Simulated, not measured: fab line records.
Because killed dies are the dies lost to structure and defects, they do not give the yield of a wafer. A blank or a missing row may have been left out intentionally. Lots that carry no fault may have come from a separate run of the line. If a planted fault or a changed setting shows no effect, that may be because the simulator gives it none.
fab line records | flow gf180mcu
record: lots: 5 wafers: 15 last-day: 34
route steps=602 shown M1@315 V1@335
lots with no fault: from the same line, run without faults
start-h: hours from the record's opening day to when the first of the lot's shown wafers began | wait-h: time in hours since the lot's previous step | " repeats the value in the row above | L1.1+2: a single row standing in for several wafers | - no value, or no start given | * or withheld: withheld | < > ~ a bound
route shown NAME@n: names a module that has steps shown in the file, with the first one's number in the route | usual: mean/standard deviation taken from wafers without a fault | same: alike in all rows | chamber/n: place in a boat | sites: per-site readings | _std_site: standard deviation of those values | _edge_site: the outer-site mean with the inner-site mean subtracted | radius-mm: for every site, how far away it sits from the centre of the wafer | mask NAME#n: copy n | behind: the tool/chamber that last shaped the wafer | hold: what put the lot on hold/how long, in hours/how the hold closed | device: the n, p or np transistor that did not switch | end of line: the route-end tests of the same wafers | a step given without rows: its recipe and nothing more | killed: at the first sort, the dies lost to defects and structure; wafer yield is something else | map: per-die view of a wafer (x killed, . not killed, _ where there is no die)
set.NAME: the run value of the setting; set.NAME@STEP: its run value at that earlier step | model.NAME: the simulator's own value behind a step, which no gauge read
a table for each step, a row for each wafer; lots at some steps of the route
services: when a tool's chamber went out of use (start-h, in hours from the record's first day, below 0 if earlier), for how many hours, and the reason
== steps ==
step: GF_M1_SPUTTER_00
recipe: material: Ti target-thk-nm: 37.5 arriving-ion-energy-ev: 80 substrate-temp-c: 200 chamber-pressure-pa: 2 power-w: 4000 time-s: 150
usual: throttle-valve-pct: 30.0/1.1
columns lot.wafer tool chamber start-h wait-h throttle-valve-pct
L074.2 pvd-sputter-03 - 365.09 0.1 31.4
L074.4 " - " " 29.6
L074.5 " - " " 31.4
L088.2 pvd-sputter-03 - 486.12 0.1 29.1
L088.3 " - " " 29.7
L088.4 " - " " 31.3
L089.1 pvd-sputter-01 - 509.80 0.1 31.3
L089.2 " - " " 30.5
L089.3 " - " " 30.1
L096.1 pvd-sputter-03 - 555.29 0.1 29.7
L096.2 " - " " 29.1
L096.6 " - " " 31.2
L097.1 pvd-sputter-03 - 568.05 0.2 31.3
L097.5 " - " " 29.3
L097.6 " - " " 29.6
step: GF_M1_SPUTTER_01
recipe: material: TiN target-thk-nm: 30 power-w: 6500 time-s: 25 chamber-pressure-pa: 0.4
usual: throttle-valve-pct: 30.0/1.1
columns lot.wafer tool chamber start-h wait-h throttle-valve-pct
L074.2 pvd-sputter-03 - 365.19 0.1 31.5
L074.4 " - " " 29.8
L074.5 " - " " 31.4
L088.2 pvd-sputter-03 - 486.22 0.1 29.3
L088.3 " - " " 29.7
L088.4 " - " " 31.2
L089.1 pvd-sputter-01 - 509.90 0.1 31.1
L089.2 " - " " 30.4
L089.3 " - " " 30.2
L096.1 pvd-sputter-03 - 555.39 0.1 29.5
L096.2 " - " " 29.4
L096.6 " - " " 31.2
L097.1 pvd-sputter-03 - 568.15 0.1 31.4
L097.5 " - " " 29.3
L097.6 " - " " 29.3
step: GF_M1_SPUTTER_02
recipe: material: AlCu target-thk-nm: 450 power-w: 10600 time-s: 23.9 chamber-pressure-pa: 0.4
usual: throttle-valve-pct: 30.0/1.1
columns lot.wafer tool chamber start-h wait-h throttle-valve-pct
L074.2 pvd-sputter-03 - 365.22 0.0 31.4
L074.4 " - " " 29.7
L074.5 " - " " 31.3
L088.2 pvd-sputter-03 - 486.25 0.0 28.9
L088.3 " - " " 29.7
L088.4 " - " " 31.1
L089.1 pvd-sputter-01 - 509.93 0.0 31.5
L089.2 " - " " 30.5
L089.3 " - " " 30.2
L096.1 pvd-sputter-03 - 555.42 0.0 29.7
L096.2 " - " " 29.0
L096.6 " - " " 31.0
L097.1 pvd-sputter-03 - 568.18 0.0 31.2
L097.5 " - " " 28.9
L097.6 " - " " 29.5
step: GF_M1_SPUTTER_03
recipe: material: Ti target-thk-nm: 10 substrate-temp-c: 300 chamber-pressure-pa: 0.3 power-w: 3000 time-s: 6.7
usual: throttle-valve-pct: 30.0/1.1
columns lot.wafer tool chamber start-h wait-h throttle-valve-pct
L074.2 pvd-sputter-03 - 365.25 0.0 31.3
L074.4 " - " " 29.9
L074.5 " - " " 31.3
L088.2 pvd-sputter-03 - 486.28 0.0 29.2
L088.3 " - " " 29.9
L088.4 " - " " 31.4
L089.1 pvd-sputter-01 - 509.96 0.0 31.1
L089.2 " - " " 30.0
L089.3 " - " " 30.5
L096.1 pvd-sputter-03 - 555.45 0.0 29.6
L096.2 " - " " 29.3
L096.6 " - " " 31.4
L097.1 pvd-sputter-03 - 568.21 0.0 31.0
L097.5 " - " " 29.2
L097.6 " - " " 29.3
step: GF_M1_SPUTTER_04
recipe: material: TiN target-thk-nm: 50 power-w: 6500 time-s: 41.7 chamber-pressure-pa: 0.4
usual: throttle-valve-pct: 30.0/1.1
columns lot.wafer tool chamber start-h wait-h throttle-valve-pct
L074.2 pvd-sputter-03 - 365.27 0.0 31.2
L074.4 " - " " 29.8
L074.5 " - " " 31.1
L088.2 pvd-sputter-03 - 486.30 0.0 29.4
L088.3 " - " " 29.7
L088.4 " - " " 31.5
L089.1 pvd-sputter-01 - 509.98 0.0 31.1
L089.2 " - " " 30.1
L089.3 " - " " 30.2
L096.1 pvd-sputter-03 - 555.47 0.0 29.4
L096.2 " - " " 29.3
L096.6 " - " " 31.1
L097.1 pvd-sputter-03 - 568.23 0.0 31.2
L097.5 " - " " 28.9
L097.6 " - " " 29.3
step: GF_M1_RS_MEAS_05
recipe: thk-meas-gauge: four-point-probe reads: TiN_of_M1_SPUTTER_04+Ti_of_M1_SPUTTER_03+AlCu_of_M1_SPUTTER_02+TiN_of_M1_SPUTTER_01+Ti_of_M1_SPUTTER_00
usual: M1_ALCU_RS: 0.0696/0.0007
columns lot.wafer tool chamber start-h wait-h M1_ALCU_RS[ohm/sq]
L074.2 film-metro-02 - 365.33 0.0 0.0702
L074.4 " - " " 0.0701
L074.5 " - " " 0.0696
L088.2 film-metro-02 - 486.36 0.0 0.0704
L088.3 " - " " 0.0711
L088.4 " - " " 0.0703
L089.1 film-metro-02 - 510.02 0.0 0.0702
L089.2 " - " " 0.0700
L089.3 " - " " 0.0702
L096.1 film-metro-03 - 555.51 0.0 0.0688
L096.2 " - " " 0.0691
L096.6 " - " " 0.0689
L097.1 film-metro-03 - 568.27 0.0 0.0691
L097.5 " - " " 0.0692
L097.6 " - " " 0.0692
step: GF_M1_THK_MEAS_06
recipe: thk-meas-gauge: xrf reads: AlCu_of_M1_SPUTTER_02
usual: M1_ALCU_THK: 455/5.5
columns lot.wafer tool chamber start-h wait-h M1_ALCU_THK[nm]
L074.2 film-metro-02 - 365.44 0.1 449
L074.4 " - " " 448
L074.5 " - " " 450
L088.2 film-metro-02 - 486.47 0.1 446
L088.3 " - " " 442
L088.4 " - " " 445
L089.1 film-metro-02 - 510.14 0.1 451
L089.2 " - " " 451
L089.3 " - " " 449
L096.1 film-metro-03 - 555.63 0.1 461
L096.2 " - " " 460
L096.6 " - " " 462
L097.1 film-metro-03 - 568.39 0.1 460
L097.5 " - " " 460
L097.6 " - " " 461
step: GF_M1_DEHYDRATE_07
recipe: temp-c: 200 time-s: 60
columns lot.wafer tool chamber start-h wait-h
L074.2+4+5 litho-track-01 0 376.28 10.8
L088.2+3+4 litho-track-02 0 498.16 11.7
L089.1+2+3 litho-track-04 0 521.17 11.0
L096.1+2+6 litho-track-04 0 566.22 10.6
L097.1+5+6 litho-track-02 0 578.23 9.8
step: GF_M1_HMDS_08
recipe: prime-time-s: 60 prime-temp-c: 120
columns lot.wafer tool chamber start-h wait-h
L074.2+4+5 litho-track-01 0 376.43 0.1
L088.2+3+4 litho-track-02 0 498.31 0.1
L089.1+2+3 litho-track-04 0 521.32 0.1
L096.1+2+6 litho-track-04 0 566.37 0.1
L097.1+5+6 litho-track-02 0 578.38 0.1
step: GF_M1_COAT_09
recipe: resist: KrF spin-rpm: withheld resist-thk-nm: 1000
columns lot.wafer tool chamber start-h wait-h
L074.2+4+5 litho-track-01 0 376.58 0.1
L088.2+3+4 litho-track-02 0 498.46 0.1
L089.1+2+3 litho-track-04 0 521.47 0.1
L096.1+2+6 litho-track-04 0 566.52 0.1
L097.1+5+6 litho-track-02 0 578.53 0.1
step: GF_M1_SOFTBAKE_10
recipe: temp-c: 130 time-s: 60 resist: KrF
columns lot.wafer tool chamber start-h wait-h
L074.2+4+5 litho-track-01 0 376.73 0.1
L088.2+3+4 litho-track-02 0 498.61 0.1
L089.1+2+3 litho-track-04 0 521.62 0.1
L096.1+2+6 litho-track-04 0 566.67 0.1
L097.1+5+6 litho-track-02 0 578.68 0.1
step: GF_M1_EXPOSE_11
recipe: mask-id: Metal1 target-cd-nm: 230 na: 0.68 source-shape: conventional sigma-outer: 0.6 dose-mj: 28
columns lot.wafer tool chamber start-h wait-h mask
L074.2+4+5 krf-scanner-02 0 - - Metal1#0
L088.2+3+4 krf-scanner-01 0 - - Metal1#0
L089.1+2+3 krf-scanner-01 0 - - Metal1#0
L096.1+2+6 krf-scanner-01 0 - - Metal1#0
L097.1+5+6 krf-scanner-01 0 - - Metal1#0
step: GF_M1_PEB_12
recipe: peb-temp-c: 135 peb-time-s: 90 resist: KrF
columns lot.wafer tool chamber start-h wait-h
L074.2+4+5 litho-track-02 0 - -
L088.2+3+4 litho-track-02 0 - -
L089.1+2+3 litho-track-04 0 - -
L096.1+2+6 litho-track-04 0 - -
L097.1+5+6 litho-track-04 0 - -
step: GF_M1_DEVELOP_13
recipe: develop-time-s: 60 dev-temp-c: 21
usual: developer-temp-C: 21.00/0.11
columns lot.wafer tool chamber start-h wait-h developer-temp-C
L074.2 litho-track-02 0 387.11 0.2 21.17
L074.4 " 0 " " 21.21
L074.5 " 0 " " 20.98
L088.2 litho-track-02 0 510.01 0.2 20.94
L088.3 " 0 " " 20.98
L088.4 " 0 " " 20.91
L089.1 litho-track-04 0 532.87 0.2 20.94
L089.2 " 0 " " 21.21
L089.3 " 0 " " 21.11
L096.1 litho-track-04 0 577.32 0.2 20.88
L096.2 " 0 " " 20.97
L096.6 " 0 " " 20.83
L097.1 litho-track-04 0 589.57 0.2 21.04
L097.5 " 0 " " 21.06
L097.6 " 0 " " 21.05
step: GF_M1_CD_MEAS_14
recipe: target-cd-nm: 230
usual: cd-nm: 230.2/1.2
columns lot.wafer tool chamber start-h wait-h cd-nm
L074.2 cd-sem-02 - 387.25 0.1 229.8
L074.4 " - " " 230.6
L074.5 " - " " 230.4
L088.2 cd-sem-01 - 510.15 0.1 229.2
L088.3 " - " " 230.0
L088.4 " - " " 230.5
L089.1 cd-sem-02 - 533.02 0.1 231.1
L089.2 " - " " 230.9
L089.3 " - " " 229.5
L096.1 cd-sem-02 - 577.47 0.1 228.4
L096.2 " - " " 228.6
L096.6 " - " " 228.7
L097.1 cd-sem-02 - 589.72 0.1 230.4
L097.5 " - " " 230.6
L097.6 " - " " 231.1
step: GF_M1_OVL_MEAS_15
usual: M1_OVL: 0/4.2
columns lot.wafer tool chamber start-h wait-h M1_OVL[nm]
L074.2 overlay-02 - 387.36 0.1 -2
L074.4 " - " " -4
L074.5 " - " " 4
L088.2 overlay-01 - 510.26 0.1 2
L088.3 " - " " -1
L088.4 " - " " 4
L089.1 overlay-01 - 533.14 0.1 -5
L089.2 " - " " -3
L089.3 " - " " -1
L096.1 overlay-01 - 577.59 0.1 -11
L096.2 " - " " 2
L096.6 " - " " -5
L097.1 overlay-02 - 589.84 0.1 -2
L097.5 " - " " 5
L097.6 " - " " 2
step: GF_M1_METAL_ETCH_16
recipe: chemistry: Cl2/BCl3 mask-material: KrF target-depth-nm: 750.8 stop-on: SiO2 pressure-mtorr: 8 icp-w: 800 bias-w: 140 Cl2_flow_sccm: 80 bcl3-flow-sccm: 40 time-s: 125.1
usual: drypump-motor-current-A: 5.8/0.44 he-backside-leak-sccm: 3.30/0.24 oes-product-au: 0.992/0.0056 throttle-valve-pct: 28.229/0.01
columns lot.wafer tool chamber start-h wait-h drypump-motor-current-A he-backside-leak-sccm oes-product-au rf-hours-counter-h throttle-valve-pct
L074.2 rie-metal-02 1 387.43 0.1 5.6 3.17 0.988 - 28.231
L074.4 " 1 " " 5.6 3.40 0.981 - 28.236
L074.5 " 1 " " 5.6 3.31 0.992 - 28.228
L088.2 rie-metal-03 0 510.29 0.0 6.0 3.27 0.986 8 28.219
L088.3 " 1 " " 5.0 3.05 0.986 - 28.209
L088.4 " 0 " " 6.0 3.54 0.989 - 28.253
L089.1 rie-metal-03 1 533.17 0.0 5.0 2.92 0.991 8 28.210
L089.2 " 0 " " 6.0 3.39 0.988 9 28.224
L089.3 " 1 " " 5.0 2.98 1.004 - 28.216
L096.1 rie-metal-01 1 577.62 0.0 6.0 3.35 0.990 10 28.226
L096.2 " 0 " " 5.8 3.59 0.998 3 28.231
L096.6 " 0 " " 5.8 3.51 0.997 - 28.232
L097.1 rie-metal-01 0 589.87 0.0 5.9 3.43 0.982 3 28.229
L097.5 " 0 " " 5.8 3.45 0.997 - 28.220
L097.6 " 1 " " 6.0 3.53 0.989 - 28.251
step: GF_M1_STRIP_17
recipe: chemistry: O2/N2 power-w: 1400 pressure-mtorr: 1500 platen-temp-c: 250 o2-flow-sccm: 3000 n2-flow-sccm: 300 overash-fraction: 0.5
usual: drypump-motor-current-A: 6.09/0.23 heater-power-w: 343/24 n2-flow-sccm: 300.0/0.83 oes-product-au: 0.536/0.0054 strip-time-to-endpoint-s: 7.37/0.057
columns lot.wafer tool chamber start-h wait-h drypump-motor-current-A heater-power-w n2-flow-sccm oes-product-au rf-hours-counter-h strip-time-to-endpoint-s
L074.2 plasma-asher-03 0 387.65 0.2 5.75 334 300.5 0.541 29 7.38
L074.4 " 0 " " 5.77 329 299.3 0.538 - 7.38
L074.5 " 0 " " 5.75 336 299.5 0.533 - 7.33
L088.2 plasma-asher-03 0 510.42 0.1 5.78 336 299.6 0.539 43 7.39
L088.3 " 0 " " 5.77 334 299.6 0.521 - 7.25
L088.4 " 1 " " 6.34 374 300.2 0.533 - 7.35
L089.1 plasma-asher-03 1 533.30 0.1 6.37 383 300.0 0.537 43 7.32
L089.2 " 0 " " 5.75 335 299.0 0.547 43 7.40
L089.3 " 0 " " 5.72 332 299.1 0.545 - 7.28
L096.1 plasma-asher-03 1 577.75 0.1 6.39 378 299.6 0.536 49 7.44
L096.2 " 0 " " 5.75 334 300.3 0.540 49 7.42
L096.6 " 1 " " 6.36 383 300.0 0.532 - 7.42
L097.1 plasma-asher-02 0 590.00 0.1 6.25 338 300.0 0.534 80 7.43
L097.5 " 0 " " 6.26 344 299.3 0.538 - 7.36
L097.6 " 1 " " 6.12 319 300.1 0.535 - 7.41
step: GF_M1_STRIP_18
recipe: chemistry: post-etch-residue-remover time-s: 1200 temp-c: 72.5
columns lot.wafer tool chamber start-h wait-h
L074.2+4+5 wet-bench-04 2 387.75 0.1
L088.2+3+4 wet-bench-04 3 510.52 0.1
L089.1+2+3 wet-bench-03 0 533.40 0.1
L096.1+2+6 wet-bench-03 1 577.85 0.1
L097.1+5+6 wet-bench-02 2 590.10 0.1
step: GF_M1_CLEAN_19
recipe: chemistry: DIW dry: n2-spin
columns lot.wafer tool chamber start-h wait-h
L074.2+4+5 wet-bench-03 0 388.12 0.0
L088.2+3+4 wet-bench-03 1 510.86 0.0
L089.1+2+3 wet-bench-02 1 533.74 0.0
L096.1+2+6 wet-bench-04 2 578.19 0.0
L097.1+5+6 wet-bench-03 2 590.44 0.0
step: GF_V1_CVD_00
recipe: material: SiO2 target-thk-nm: 600 sigma-open-frac: 0.3 temp-c: 400 time-s: 100 sih4-flow-sccm: 60 pressure-mtorr: 6
columns lot.wafer tool chamber start-h wait-h
L074.2+4+5 hdpcvd-02 1,0,2 388.22 0.0
L088.2+3+4 hdpcvd-02 1,1,2 510.95 0.0
L089.1+2+3 hdpcvd-01 1,2,0 533.84 0.0
L096.1+2+6 hdpcvd-01 2,1,1 578.29 0.0
L097.1+5+6 hdpcvd-02 0,2,1 590.54 0.0
step: GF_V1_THK_MEAS_01
recipe: reads: SiO2_of_V1_CVD_00
usual: V1_CVD_00_THK: 597/6.4
columns lot.wafer tool chamber start-h wait-h V1_CVD_00_THK[nm]
L074.2 film-metro-02 - 388.30 0.0 593
L074.4 " - " " 598
L074.5 " - " " 590
L088.2 film-metro-02 - 511.07 0.1 589
L088.3 " - " " 594
L088.4 " - " " 597
L089.1 film-metro-02 - 533.92 0.0 610
L089.2 " - " " 600
L089.3 " - " " 606
L096.1 film-metro-03 - 578.36 0.0 588
L096.2 " - " " 593
L096.6 " - " " 589
L097.1 film-metro-03 - 590.61 0.0 602
L097.5 " - " " 610
L097.6 " - " " 596
step: GF_V1_CVD_02
recipe: material: SiO2 target-thk-nm: 850 precursor: TEOS temp-c: 400 time-s: 94.851 rf-w: 600
usual: heater-power-w: 634/110
columns lot.wafer tool chamber start-h wait-h heater-power-w
L074.2 pecvd-02 1 388.35 0.0 524
L074.4 " 2 " " 645
L074.5 " 0 " " 667
L088.2 pecvd-01 0 511.12 0.0 701
L088.3 " 1 " " 816
L088.4 " 0 " " 570
L089.1 pecvd-02 1 533.98 0.1 563
L089.2 " 0 " " 801
L089.3 " 2 " " 552
L096.1 pecvd-01 1 578.42 0.1 846
L096.2 " 0 " " 703
L096.6 " 0 " " 595
L097.1 pecvd-04 1 590.67 0.1 557
L097.5 " 2 " " 564
L097.6 " 1 " " 438
step: GF_V1_THK_MEAS_03
recipe: reads: SiO2_of_V1_CVD_02
usual: V1_CVD_02_THK: 848/11
columns lot.wafer tool chamber start-h wait-h V1_CVD_02_THK[nm]
L074.2 film-metro-03 - 388.43 0.0 821
L074.4 " - " " 839
L074.5 " - " " 834
L088.2 film-metro-01 - 511.20 0.0 837
L088.3 " - " " 835
L088.4 " - " " 855
L089.1 film-metro-02 - 534.05 0.0 833
L089.2 " - " " 833
L089.3 " - " " 841
L096.1 film-metro-01 - 578.49 0.0 864
L096.2 " - " " 849
L096.6 " - " " 849
L097.1 film-metro-01 - 590.74 0.0 848
L097.5 " - " " 864
L097.6 " - " " 852
step: GF_V1_CMP_04
recipe: material: SiO2 down-force-psi: 4 platen-rpm: 60 pad-velocity-m-s: 0.94248
usual: motor-current-A: 12.2/1.6 slurry-flow-ml-min: 150.0/0.45 time-to-endpoint-s: 78/5.5
columns lot.wafer tool chamber start-h wait-h motor-current-A slurry-flow-ml-min time-to-endpoint-s
L074.2 cmp-02 2 388.48 0.0 11.8 149.8 70
L074.4 " 1 " " 11.2 150.0 82
L074.5 " 2 " " 11.8 150.6 77
L088.2 cmp-02 0 511.30 0.1 11.5 150.1 74
L088.3 " 1 " " 11.8 149.5 79
L088.4 " 2 " " 11.8 149.7 78
L089.3 cmp-02 1 534.11 0.0 12.0 150.2 81
L089.1 " 3 " " 16.2 150.0 70
L089.2 " 0 " " 12.1 150.0 73
L096.1 cmp-01 1 578.55 0.1 12.9 149.1 76
L096.2 " 0 " " 11.4 149.8 74
L096.6 " 1 " " 12.2 149.0 73
L097.1 cmp-01 3 590.95 0.2 10.8 149.6 73
L097.5 " 0 " " 12.2 149.9 80
L097.6 " 1 " " 12.3 150.5 75
step: GF_V1_BOW_MEAS_05
recipe: mode: bow
usual: V1_BOW: 82/7.8
columns lot.wafer tool chamber start-h wait-h V1_BOW[um]
L074.2 film-metro-01 - 388.80 0.3 83
L074.4 " - " " 93
L074.5 " - " " 80
L088.2 film-metro-03 - 511.57 0.2 86
L088.3 " - " " 80
L088.4 " - " " 88
L089.1 film-metro-02 - 534.41 0.1 82
L089.2 " - " " 76
L089.3 " - " " 78
L096.1 film-metro-03 - 578.85 0.2 67
L096.2 " - " " 84
L096.6 " - " " 65
L097.1 film-metro-02 - 591.10 0.1 63
L097.5 " - " " 76
L097.6 " - " " 87
step: GF_V1_DEHYDRATE_06
recipe: temp-c: 200 time-s: 60
columns lot.wafer tool chamber start-h wait-h
L074.2+4+5 litho-track-02 0 399.41 10.6
L088.2+3+4 litho-track-03 0 522.92 11.3
L089.1+2+3 litho-track-03 0 545.74 11.3
L096.1+2+6 litho-track-03 0 589.34 10.5
L097.1+5+6 litho-track-03 0 601.09 10.0
step: GF_V1_HMDS_07
recipe: prime-time-s: 60 prime-temp-c: 120
columns lot.wafer tool chamber start-h wait-h
L074.2+4+5 litho-track-02 0 399.56 0.1
L088.2+3+4 litho-track-03 0 523.07 0.1
L089.1+2+3 litho-track-03 0 545.89 0.1
L096.1+2+6 litho-track-03 0 589.49 0.1
L097.1+5+6 litho-track-03 0 601.24 0.1
step: GF_V1_COAT_08
recipe: resist: BARC temp-c: withheld time-s: withheld spin-rpm: withheld resist-thk-nm: withheld
columns lot.wafer tool chamber start-h wait-h
L074.2+4+5 litho-track-02 0 399.71 0.1
L088.2+3+4 litho-track-03 0 523.22 0.1
L089.1+2+3 litho-track-03 0 546.04 0.1
L096.1+2+6 litho-track-03 0 589.64 0.1
L097.1+5+6 litho-track-03 0 601.39 0.1
step: GF_V1_COAT_09
recipe: resist: KrF spin-rpm: withheld resist-thk-nm: 1000
columns lot.wafer tool chamber start-h wait-h
L074.2+4+5 litho-track-02 0 - -
L088.2+3+4 litho-track-03 0 - -
L089.1+2+3 litho-track-03 0 - -
L096.1+2+6 litho-track-03 0 - -
L097.1+5+6 litho-track-03 0 - -
step: GF_V1_SOFTBAKE_10
recipe: temp-c: 130 time-s: 60 resist: KrF
columns lot.wafer tool chamber start-h wait-h
L074.2+4+5 litho-track-02 0 - -
L088.2+3+4 litho-track-03 0 - -
L089.1+2+3 litho-track-03 0 - -
L096.1+2+6 litho-track-03 0 - -
L097.1+5+6 litho-track-03 0 - -
step: GF_V1_EXPOSE_11
recipe: mask-id: Via1 target-cd-nm: 260 na: 0.68 source-shape: conventional sigma-outer: 0.6 dose-mj: 38
columns lot.wafer tool chamber start-h wait-h mask
L074.2+4+5 krf-scanner-02 0 - - Via1#0
L088.2+3+4 krf-scanner-01 0 - - Via1#0
L089.1+2+3 krf-scanner-01 0 - - Via1#0
L096.1+2+6 krf-scanner-02 0 - - Via1#0
L097.1+5+6 krf-scanner-02 0 - - Via1#0
step: GF_V1_PEB_12
recipe: peb-temp-c: 135 peb-time-s: 90 resist: KrF
columns lot.wafer tool chamber start-h wait-h
L074.2+4+5 litho-track-02 0 - -
L088.2+3+4 litho-track-02 0 - -
L089.1+2+3 litho-track-03 0 - -
L096.1+2+6 litho-track-04 0 - -
L097.1+5+6 litho-track-04 0 - -
step: GF_V1_DEVELOP_13
recipe: develop-time-s: 60 resist: KrF dev-temp-c: 21
usual: developer-temp-C: 20.99/0.11
columns lot.wafer tool chamber start-h wait-h developer-temp-C
L074.2 litho-track-02 0 411.06 0.2 21.12
L074.4 " 0 " " 20.81
L074.5 " 0 " " 20.94
L088.2 litho-track-02 0 534.26 0.2 20.98
L088.3 " 0 " " 21.26
L088.4 " 0 " " 21.02
L089.1 litho-track-03 0 557.09 0.2 20.95
L089.2 " 0 " " 20.98
L089.3 " 0 " " 21.09
L096.1 litho-track-04 0 600.42 0.2 20.97
L096.2 " 0 " " 21.02
L096.6 " 0 " " 20.97
L097.1 litho-track-04 0 612.27 0.2 20.94
L097.5 " 0 " " 20.89
L097.6 " 0 " " 20.92
step: GF_V1_CD_MEAS_14
recipe: target-cd-nm: 260
usual: cd-nm: 259.9/1.3
columns lot.wafer tool chamber start-h wait-h cd-nm
L074.2 cd-sem-01 - 411.20 0.1 263.0
L074.4 " - " " 263.2
L074.5 " - " " 261.7
L088.2 cd-sem-02 - 534.40 0.1 259.5
L088.3 " - " " 259.9
L088.4 " - " " 260.2
L089.1 cd-sem-01 - 557.24 0.1 260.3
L089.2 " - " " 260.3
L089.3 " - " " 260.5
L096.1 cd-sem-01 - 600.57 0.1 259.0
L096.2 " - " " 259.2
L096.6 " - " " 259.9
L097.1 cd-sem-02 - 612.42 0.1 258.8
L097.5 " - " " 258.5
L097.6 " - " " 258.5
step: GF_V1_OVL_MEAS_15
usual: V1_OVL: 2/6.5
columns lot.wafer tool chamber start-h wait-h V1_OVL[nm]
L074.2 overlay-01 - 411.31 0.1 4
L074.4 " - " " 0
L074.5 " - " " 1
L088.2 overlay-01 - 534.51 0.1 4
L088.3 " - " " 1
L088.4 " - " " 8
L089.1 overlay-01 - 557.36 0.1 0
L089.2 " - " " -3
L089.3 " - " " -2
L096.1 overlay-02 - 600.69 0.1 2
L096.2 " - " " -10
L096.6 " - " " -2
L097.1 overlay-01 - 612.54 0.1 -10
L097.5 " - " " -8
L097.6 " - " " -10
step: GF_V1_ETCH_16
recipe: chemistry: N2/H2 target-depth-a: withheld overetch-a: withheld time-s: withheld target: BARC ion-energy-ev: 200 source-w: 500 bias-w: 100 pressure-mtorr: 30 n2-flow-sccm: 100 h2-flow-sccm: 200
usual: drypump-motor-current-A: 5.7/0.48 n2-flow-sccm: 99.97/0.25 oes-product-au: 0.856/0.0047 throttle-valve-pct: 13.225/0.0096
columns lot.wafer tool chamber start-h wait-h drypump-motor-current-A n2-flow-sccm oes-product-au throttle-valve-pct
L074.2 rie-diel-01 3 411.34 0.0 6.2 100.17 0.850 13.225
L074.4 " 2 " " 6.5 100.00 0.857 13.228
L074.5 " 2 " " 6.5 99.94 0.857 13.238
L088.2 rie-diel-04 3 534.54 0.0 5.3 99.95 0.858 13.227
L088.3 " 0 " " 6.2 100.28 0.856 13.230
L088.4 " 1 " " 4.7 100.06 0.865 13.221
L089.1 rie-diel-03 0 557.40 0.0 5.6 99.86 0.858 13.208
L089.2 " 2 " " 5.7 99.86 0.848 13.223
L089.3 " 3 " " 5.9 100.16 0.852 13.222
L096.1 rie-diel-04 1 600.72 0.0 4.7 100.03 0.858 13.218
L096.2 " 2 " " 5.7 99.75 0.856 13.209
L096.6 " 2 " " 5.7 99.95 0.861 13.233
L097.1 rie-diel-03 2 612.57 0.0 5.7 99.97 0.862 13.225
L097.5 " 3 " " 5.9 99.90 0.851 13.223
L097.6 " 2 " " 5.7 100.37 0.857 13.222
step: GF_V1_ETCH_17
recipe: chemistry: C4F8/O2/Ar mask-material: KrF target: SiO2 stop-on: TiN source-w: 1500 bias-w: 1200 pressure-mtorr: 40 c4f8-flow-sccm: withheld O2_flow_sccm: 6 Ar_flow_sccm: 300 time-s: withheld target-depth-a: 6300
usual: oes-product-au: 0.855/0.0048
columns lot.wafer tool chamber start-h wait-h oes-product-au
L074.2 rie-diel-01 3 - - 0.851
L074.4 " 2 " " 0.854
L074.5 " 2 " " 0.858
L088.2 rie-diel-04 3 - - 0.856
L088.3 " 0 " " 0.850
L088.4 " 1 " " 0.856
L089.1 rie-diel-03 0 - - 0.860
L089.2 " 2 " " 0.853
L089.3 " 3 " " 0.856
L096.1 rie-diel-04 1 - - 0.860
L096.2 " 2 " " 0.855
L096.6 " 2 " " 0.861
L097.1 rie-diel-03 2 - - 0.851
L097.5 " 3 " " 0.855
L097.6 " 2 " " 0.857
step: GF_V1_STRIP_18
recipe: chemistry: O2/N2 power-w: 1400 pressure-mtorr: 1500 platen-temp-c: 250 o2-flow-sccm: 3000 n2-flow-sccm: 300 overash-fraction: 0.5
usual: drypump-motor-current-A: 6.0/0.32 heater-power-w: 339/28 n2-flow-sccm: 300.0/0.86 oes-product-au: 0.592/0.0049
columns lot.wafer tool chamber start-h wait-h drypump-motor-current-A heater-power-w n2-flow-sccm oes-product-au rf-hours-counter-h
L074.2 plasma-asher-01 0 411.47 - 5.8 290 299.2 0.592 74
L074.4 " 0 " " 5.9 291 298.7 0.596 -
L074.5 " 0 " " 5.8 288 299.8 0.592 -
L088.2 plasma-asher-01 0 534.67 - 5.8 297 300.6 0.592 87
L088.3 " 1 " " 5.4 368 300.6 0.593 -
L088.4 " 0 " " 5.9 299 300.1 0.602 -
L089.1 plasma-asher-01 1 557.53 - 5.4 376 300.8 0.585 90
L089.2 " 0 " " 5.9 289 299.8 0.597 90
L089.3 " 1 " " 5.4 367 299.5 0.591 -
L096.1 plasma-asher-03 1 600.85 - 6.3 382 301.8 0.595 51
L096.2 " 0 " " 5.8 337 300.6 0.593 51
L096.6 " 1 " " 6.3 379 300.2 0.587 -
L097.1 plasma-asher-02 1 612.70 - 6.1 328 300.0 0.597 82
L097.5 " 1 " " 6.1 324 300.4 0.589 -
L097.6 " 0 " " 6.2 336 299.9 0.588 -
step: GF_V1_STRIP_19
recipe: chemistry: post-etch-residue-remover time-s: 1200 temp-c: 72.5
columns lot.wafer tool chamber start-h wait-h
L074.2+4+5 wet-bench-01 3 411.57 0.1
L088.2+3+4 wet-bench-01 3 534.77 0.1
L089.1+2+3 wet-bench-03 0 557.63 0.1
L096.1+2+6 wet-bench-04 0 600.95 0.1
L097.1+5+6 wet-bench-01 1 612.80 0.1
step: GF_V1_CLEAN_20
recipe: chemistry: DIW dry: n2-spin
columns lot.wafer tool chamber start-h wait-h
L074.2+4+5 wet-bench-03 1 411.91 0.0
L088.2+3+4 wet-bench-03 0 535.11 0.0
L089.1+2+3 wet-bench-04 3 557.97 0.0
L096.1+2+6 wet-bench-01 1 601.32 0.0
L097.1+5+6 wet-bench-04 3 613.14 0.0
== services ==
columns tool chamber start-h hours kind
rie-diel-03 0 349.12 2.9 repair
krf-scanner-02 - 361.00 0.7 repair
rie-diel-03 3 370.09 6.8 repair
pvd-sputter-03 - 373.99 1.5 repair
krf-scanner-02 - 375.99 0.8 pm
wet-bench-03 - 378.10 3.5 repair
rie-diel-04 - 388.65 0.3 repair
plasma-asher-03 - 391.87 0.7 repair
rie-diel-03 - 401.85 2.8 pm
krf-scanner-02 - 407.75 1.3 pm
krf-scanner-02 - 410.88 1.0 pm
rie-diel-04 1 416.48 4.3 repair
krf-scanner-01 - 422.70 1.3 pm
krf-scanner-01 - 439.62 1.0 pm
krf-scanner-01 - 461.26 4.0 pm
krf-scanner-01 - 466.93 0.8 pm
rie-diel-03 0 473.85 7.9 repair
krf-scanner-02 - 499.21 29.6 repair
plasma-asher-03 - 515.50 14.6 pm
pvd-sputter-01 - 571.19 80.4 repair
plasma-asher-03 - 592.35 1.5 repair
krf-scanner-01 - 598.60 1.3 pm
pvd-sputter-03 - 600.12 2.1 repair
krf-scanner-01 - 608.62 1.0 pm
== key ==
fault none
